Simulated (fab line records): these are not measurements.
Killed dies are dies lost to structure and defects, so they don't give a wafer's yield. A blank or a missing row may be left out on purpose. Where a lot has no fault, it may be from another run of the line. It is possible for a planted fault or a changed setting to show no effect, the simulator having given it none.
Problem report in the 8D (eight disciplines) form, filled by code + flow sfqLine + the parts of the form that need people (team, actions taken, sign-off) are left out

## 1. THE ISSUE
Across 3 wafers from 2 lots, M6_NB_RS at SFQ_M6_RS_MEAS_938 averages 0.739 ohm/sq, while fault-free wafers read 0.887 ohm/sq with a standard deviation of 0.008. That puts it -19 standard deviations away from the usual mean.
The step: measures by four-point-probe.
Seen first at day 71 21:26 on filmMetro-04, wafer L585.5. The record holds 39 wafers of 14 lots with a number at this step. Rule for "out", or "out of limits": more than 4 standard deviations from the usual mean. All remaining wafers that have a number are taken as sound.

## 2. WHAT IT IS, AND WHAT IT ISN'T
| question                    | is                         | is not                                                                                       |
|-----------------------------|----------------------------|----------------------------------------------------------------------------------------------|
| which readings at this step | M6_NB_RS                   | -                                                                                            |
| which lots                  | L585, L587                 | L569, L571, L573, L574, L576, L577, L578, L581, L586, L588, L589, L590                       |
| which wafers of those lots  | L585.5, L585.6, L587.5     | L585.4, L587.2                                                                               |
| read on which gauges        | filmMetro-01, filmMetro-04 | filmMetro-03                                                                                 |
| when                        | from day 71 21:26          | up to then (25 sound wafers); but 11 sound wafers of L586, L587, L588, L589, L590 came after |

## 3. THE SUSPECTS, EACH WITH WHAT RULES IT OUT
Counting: if a tool at a process step up to the reading ran every lot that is out, it stays a suspect. Sound lots after the first of them don't rule it out here, since some wafers of a struck lot are sound.
- ruled out: the gauge at SFQ_M6_RS_MEAS_938. 2 gauges (filmMetro-01, filmMetro-04) read the wafers that are out.
- pvdSputter-05 at SFQ_TRILAYER_M6_DEP_SPUTTER_157 (material Nb, target thk 200 nm, time 133.3 s): kept. Ran every lot that is out, first one L585 (day 71 21:16); last sound lot up to then L576 (day 69 10:51).
Remaining after the count: pvdSputter-05 at SFQ_TRILAYER_M6_DEP_SPUTTER_157.

## 4. THE CAUSE (what the simulator had put in)
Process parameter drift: pvdSputter-05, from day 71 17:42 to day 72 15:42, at SFQ_TRILAYER_M6_DEP_SPUTTER_157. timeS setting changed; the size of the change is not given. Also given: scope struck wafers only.
Counting left only this tool.

## 5. THE CHAIN OF EFFECTS, in route order
Each row: a reading where the mean over the struck wafers with a number is more than 3 standard deviations away from the usual. Only readings whose record carries a usual standard deviation are examined. hours: median over the lots of the time between each lot's start at the first step of this table that gives one and its start at this step. sigmas: the change, counted in usual standard deviations.
| hours | step                                | reading      | usual        | on struck wafers | change | sigmas |
|-------|-------------------------------------|--------------|--------------|------------------|--------|--------|
| 0     | SFQ_M6_RS_MEAS_938                  | M6_NB_RS     | 0.887 ohm/sq | 0.739            | -0.148 | -19    |
| 84    | SFQ_TRILAYER_M6_ETCH_METAL_ETCH_162 | oesProductAu | 0.895 a.u.   | 0.984            | +0.089 | +14    |
Process steps it contains:
- SFQ_TRILAYER_M6_ETCH_METAL_ETCH_162: etches Nb in Cl2/Ar, stops on SiO2, target depth 240 nm, time 120 s.

## 6. WHAT WOULD HAVE CAUGHT IT SOONER
The first out-of-limits reading at a measuring or inspecting step in this record came at day 71 21:26, 4 hours after the fault's start at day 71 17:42.
Of the tool readings at SFQ_TRILAYER_M6_DEP_SPUTTER_157 for which the record gives a usual standard deviation, none was out on any struck wafer, so an alarm limit of 4 standard deviations on them would not have fired.
Lots out: 2; of these, L587 started SFQ_TRILAYER_M6_DEP_SPUTTER_157 on pvdSputter-05 after day 71 21:26. Had the tool been put on hold then, it would have been spared.
